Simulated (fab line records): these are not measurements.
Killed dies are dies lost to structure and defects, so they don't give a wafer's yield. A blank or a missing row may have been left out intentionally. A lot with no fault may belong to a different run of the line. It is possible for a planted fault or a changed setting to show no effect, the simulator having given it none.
Which tool was responsible? ; flow sky130 ; 6 lots with 18 wafers sampled at 2 steps, on a route of 708 steps

== WHAT EACH GAUGE READ, for each wafer ==
SKY_CAPM_OVL_MEAS_12.
lot;measured;on;CAPM_OVL (nm)
L245;day 38 07:53;overlay-01;0.6 -0.2 -0.7
L247;day 38 21:54;overlay-02;-0.5 0.3 -0.1
L249;day 39 20:45;overlay-01;2.1 4.1 3.9
L258;day 42 15:23;overlay-01;0.6 -0.1 1.9
L262;day 43 03:10;overlay-01;2.4 1.5 1.0
L265;day 44 00:44;overlay-01;-0.8 -0.3 0.2

== EACH LOT AND THE TOOL THAT RAN IT (in order: tool; ch and the chambers of the sampled wafers; start) ==
lot;SKY_METAL3_SPUTTER_03
L245;pvd-sputter-03, day 37 07:37
L247;pvd-sputter-01, day 37 20:51
L249;pvd-sputter-03, day 38 20:34
L258;pvd-sputter-03, day 41 10:39
L262;pvd-sputter-01, day 42 05:53
L265;pvd-sputter-01, day 43 02:05
- SKY_METAL3_SPUTTER_03: material Ti, target thk 5 nm, time 3.3 s.

== THE ANSWER, worked out from the rows above alone ==
Rule: usual is defined by the lots themselves. The widest of any qualifying gaps counts: lots, ordered by their means at a reading, are off when they make up no more than a third of the lots, leave a main group of 4 or more, and stand apart from it by 3 or more times the standard deviation of that group's means. A main group whose means are all the same, to the digits that the tables above print for the reading, isn't used. A lot without any number at a reading at which 4 lots or more have one is off too. Any other lot the step has rows for is counted as sound.
Nothing can be told from this: no lot is off at any reading shown.

== WHAT HAD BEEN PUT IN BY THE SIMULATOR ==
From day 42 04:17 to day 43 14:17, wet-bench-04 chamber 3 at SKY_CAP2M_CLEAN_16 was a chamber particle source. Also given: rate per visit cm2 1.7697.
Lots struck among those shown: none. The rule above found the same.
